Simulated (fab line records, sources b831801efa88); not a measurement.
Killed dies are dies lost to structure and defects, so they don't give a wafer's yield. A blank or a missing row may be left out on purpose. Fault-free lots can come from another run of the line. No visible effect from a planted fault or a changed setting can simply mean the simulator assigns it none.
Chamber matching + flow gf180mcu + cmp-02 running GF_V2_CMP_04: 4 sister chambers
The step polishes SiO2. 4 wafers are shown with their chamber, then 9 later ones without.

== EACH WAFER AND ITS CHAMBER ==
| wafer  | chamber | motorCurrentA (A) |
|--------|---------|-------------------|
| L559.4 | 0       | 10.4              |
| L562.2 | 3       | 12.1              |
| L562.4 | 1       | 15.0              |
| L562.6 | 2       | 12.6              |

== WAFERS WHOSE CHAMBER IS MISSING ==
| wafer  | motorCurrentA (A) |
|--------|-------------------|
| L563.3 | 10.5              |
| L563.4 | 12.5              |
| L563.5 | 14.9              |
| L572.2 | 12.2              |
| L572.4 | 12.9              |
| L572.5 | 12.9              |
| L575.1 | 11.5              |
| L575.2 | 11.8              |
| L575.5 | 12.6              |

== WHICH CHAMBER EACH ONE RAN IN ==
| wafer  | from the rows above          | in truth |
|--------|------------------------------|----------|
| L563.3 | 0                            | 0        |
| L563.4 | can't be placed: 2 or 3      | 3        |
| L563.5 | 1                            | 1        |
| L572.2 | can't be placed: 3 or 2      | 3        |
| L572.4 | can't be placed: 2 or 3      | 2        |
| L572.5 | can't be placed: 2 or 3      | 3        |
| L575.1 | can't be placed: 3 or 0 or 2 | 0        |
| L575.2 | can't be placed: 3 or 2      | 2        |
| L575.5 | can't be placed: 2 or 3      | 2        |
Correctly placed: 2 of 9. Cannot be placed on the basis of these rows: 7; the candidates contain the true chamber in 7. 0 placed wrongly.
How it was worked out, from the rows above alone: a wafer's distance from a chamber is the root of the sum, over the readings, of the square of ((its reading less the chamber's mean) divided by the reading's scatter). If the next closest chamber is less than 2 further off than the closest, the wafer can't be placed; otherwise it belongs to the closest. Each chamber's mean is taken over the wafers shown for it. The scatter: with one shown wafer a chamber, the root of the mean of the squares of how far each hidden wafer lies from its nearest shown one.
